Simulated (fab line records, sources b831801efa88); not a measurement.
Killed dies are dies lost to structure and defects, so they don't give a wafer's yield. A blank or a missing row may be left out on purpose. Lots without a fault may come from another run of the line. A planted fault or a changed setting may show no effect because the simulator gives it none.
Which tool did it? | flow gf180mcu | 11 lots, 33 wafers sampled, at 2 steps of a route of 602

WHAT THE GAUGES READ, wafer by wafer
GF_V5_CD_MEAS_14: target cd 260 nm.
lot  | measured     | on        | cd_nm (nm)
L958 | day 27 07:42 | cd_sem-02 | 260.7 260.1 261.2
L959 | day 27 20:14 | cd_sem-01 | 260.2 258.7 260.4
L960 | day 28 00:25 | cd_sem-01 | 260.8 258.9 260.1
L961 | day 28 05:04 | cd_sem-01 | 260.7 260.3 260.7
L962 | day 28 09:44 | cd_sem-02 | 256.4 254.4 253.9 256.5 254.5 254.1
L965 | day 29 15:13 | cd_sem-02 | 257.2 257.2 257.1
L976 | day 32 11:35 | cd_sem-01 | 261.3 261.3 261.5
L977 | day 32 19:05 | cd_sem-02 | 260.1 259.5 259.7
L978 | day 32 23:49 | cd_sem-01 | 260.4 262.4 261.8
L979 | day 33 02:12 | cd_sem-02 | 260.1 260.8 259.8
L980 | day 33 06:07 | cd_sem-01 | 260.3 260.9 259.0

WHICH TOOL RAN EACH LOT (tool, then ch and the chambers of the sampled wafers, then the start)
lot  | GF_V5_COAT_09
L958 | litho_track-04 ch 0, day 26 21:00
L959 | litho_track-02 ch 0, day 27 09:00
L960 | litho_track-02 ch 0, day 27 14:00
L961 | litho_track-04 ch 0, day 27 18:00
L962 | litho_track-02 ch 0, day 28 00:00
L965 | litho_track-02 ch 0, day 29 05:00
L976 | litho_track-02 ch 0, day 32 04:00
L977 | litho_track-04 ch 0, day 32 11:00
L978 | litho_track-04 ch 0, day 32 15:00
L979 | litho_track-02 ch 0, day 32 18:00
L980 | litho_track-02 ch 0, day 32 23:00
- GF_V5_COAT_09: resist thk 1000 nm.

THE ANSWER, worked out from the rows above alone
Rule: what is usual is taken from the lots themselves. Put in order of their means at a reading, lots are off if they are a third of the lots or fewer, leave a main group of 4 or more, and stand apart from it by a gap of 3 or more times the standard deviation of the main group's means; of several such gaps the widest counts. A main group whose means are all the same, to the digits that the tables above print for the reading, isn't used. A lot without any number at a reading at which 4 lots or more have one is off too. The other lots that the step has rows for count as sound.
Off: L962, L965, at GF_V5_CD_MEAS_14 (cd_nm). The main group: mean 260.4 nm, standard deviation 0.62.
A tool fits if, at a process step before that reading, it ran every lot that is off, and no sound lot after the first of them. The gauges at GF_V5_CD_MEAS_14 are tried like those tools. None of those tried fits.

WHAT THE SIMULATOR HAD PUT IN
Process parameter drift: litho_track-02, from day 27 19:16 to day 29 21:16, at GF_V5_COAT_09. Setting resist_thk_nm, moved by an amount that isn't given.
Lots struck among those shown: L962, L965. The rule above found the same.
